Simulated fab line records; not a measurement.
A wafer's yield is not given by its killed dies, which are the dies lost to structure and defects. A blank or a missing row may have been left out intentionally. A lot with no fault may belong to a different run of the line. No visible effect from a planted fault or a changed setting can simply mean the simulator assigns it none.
Which tool is to blame? ; flow gf180mcu ; 6 lots with 18 wafers sampled at 5 steps, on a route of 602 steps

## WHAT EACH GAUGE READ, for each wafer
GF_M3_THK_MEAS_06: measures by xrf.
lot;measured;on;M3_ALCU_THK (nm)
L951;day 20 13:19;film-metro-02;435 434 432
L954;day 22 01:50;film-metro-02;441 439 446
L962;day 24 17:19;film-metro-01;418 419 425
L967;day 26 09:14;film-metro-02;439 443 439
L970;day 27 07:34;film-metro-03;441 444 444
L973;day 28 06:50;film-metro-01;450 447 449

## WHICH TOOL RAN EACH LOT (tool, then ch and the chambers of the sampled wafers, then the start)
lot;GF_V2_STRIP_18;GF_V2_CVD_23;GF_M3_SPUTTER_03;GF_M3_SPUTTER_04
L951;plasma-asher-04 ch 0,1, day 20 11:43;cvd-w-02 ch 0,1, day 20 12:23;pvd-sputter-03, day 20 13:08;pvd-sputter-03, day 20 13:10
L954;plasma-asher-04 ch 0,1, day 22 00:15;cvd-w-02 ch 0,1, day 22 00:55;pvd-sputter-03, day 22 01:38;pvd-sputter-03, day 22 01:40
L962;plasma-asher-02 ch 0,1, day 24 15:44;cvd-w-01 ch 0,1, day 24 16:23;pvd-sputter-02, day 24 17:08;pvd-sputter-02, day 24 17:09
L967;plasma-asher-01 ch 0,1, day 26 07:34;cvd-w-01 ch 0,1, day 26 08:19;pvd-sputter-01, day 26 09:02;pvd-sputter-01, day 26 09:03
L970;plasma-asher-04 ch 0,1, day 27 06:01;cvd-w-02 ch 0,1, day 27 06:40;pvd-sputter-03, day 27 07:22;pvd-sputter-03, day 27 07:23
L973;plasma-asher-01 ch 1, day 28 05:17;cvd-w-01 ch 1, day 28 05:55;pvd-sputter-01, day 28 06:40;pvd-sputter-01, day 28 06:41
- GF_V2_STRIP_18: strips in O2/N2.
- GF_V2_CVD_23: deposits W, target thk 350 nm, time 104.94 s.
- GF_M3_SPUTTER_03: material Ti, target thk 10 nm, time 6.7 s.
- GF_M3_SPUTTER_04: material TiN, target thk 50 nm, time 41.7 s.

## THE ANSWER, worked out from the rows above alone
Rule: the usual values come from the lots themselves. Put in order of their means at a reading, lots are off if they are a third of the lots or fewer, leave a main group of 4 or more, and stand apart from it by a gap of 3 or more times the standard deviation of the main group's means; of several such gaps the widest counts. Not used: any main group whose means are identical at the precision the tables above print for the reading. Also off: a lot with no number at a reading for which 4 or more lots have one. The other lots that the step has rows for count as sound.
No lot is off at any reading shown: from this, nothing can be told.

## WHAT WAS PUT IN BY THE SIMULATOR
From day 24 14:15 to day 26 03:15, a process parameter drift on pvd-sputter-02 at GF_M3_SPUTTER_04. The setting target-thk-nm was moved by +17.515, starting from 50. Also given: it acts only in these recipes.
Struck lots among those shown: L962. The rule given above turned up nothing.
